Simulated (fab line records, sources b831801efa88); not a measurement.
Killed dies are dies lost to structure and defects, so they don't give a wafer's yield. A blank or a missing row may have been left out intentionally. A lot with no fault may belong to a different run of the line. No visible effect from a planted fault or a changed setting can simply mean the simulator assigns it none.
Which of the tools did it? :: flow gf180mcu :: route of 602 steps, sampled at 1 step: 7 lots, 21 wafers

WHAT THE GAUGES SHOWED, per wafer
GF_VT_IMPLANT_TW_MEAS_21.
lot: L948
measured: day 6 13:03
on: film_metro-01
VT_IMPLANT_2_TW: 1209 1215 1220

lot: L951
measured: day 7 06:05
on: film_metro-02
VT_IMPLANT_2_TW: 1200 1202 1203

lot: L958
measured: day 9 03:56
on: film_metro-02
VT_IMPLANT_2_TW: 1205 1209 1207

lot: L965
measured: day 11 07:56
on: film_metro-04
VT_IMPLANT_2_TW: 1224 1227 1226

lot: L966
measured: day 11 18:02
on: film_metro-02
VT_IMPLANT_2_TW: 1202 1209 1200

lot: L968
measured: day 12 04:06
on: film_metro-01
VT_IMPLANT_2_TW: 1218 1218 1221

lot: L969
measured: day 12 12:35
on: film_metro-01
VT_IMPLANT_2_TW: 1216 1218 1219

WHICH TOOL RAN EACH LOT (tool, then ch and the chambers of the sampled wafers, then the start)
There is no process step in the record ahead of these readings.

THE ANSWER, worked out from the rows above alone
Rule: the lots themselves supply what counts as usual. The widest of any qualifying gaps counts: lots, ordered by their means at a reading, are off when they make up no more than a third of the lots, leave a main group of 4 or more, and stand apart from it by 3 or more times the standard deviation of that group's means. The tables above print the reading to a certain number of digits; a main group whose means all agree to those digits is not used. Also off: a lot with no number at a reading for which 4 or more lots have one. The other lots that the step has rows for count as sound.
None of the lots is off at any reading shown; this tells nothing.

WHAT WAS PUT IN BY THE SIMULATOR
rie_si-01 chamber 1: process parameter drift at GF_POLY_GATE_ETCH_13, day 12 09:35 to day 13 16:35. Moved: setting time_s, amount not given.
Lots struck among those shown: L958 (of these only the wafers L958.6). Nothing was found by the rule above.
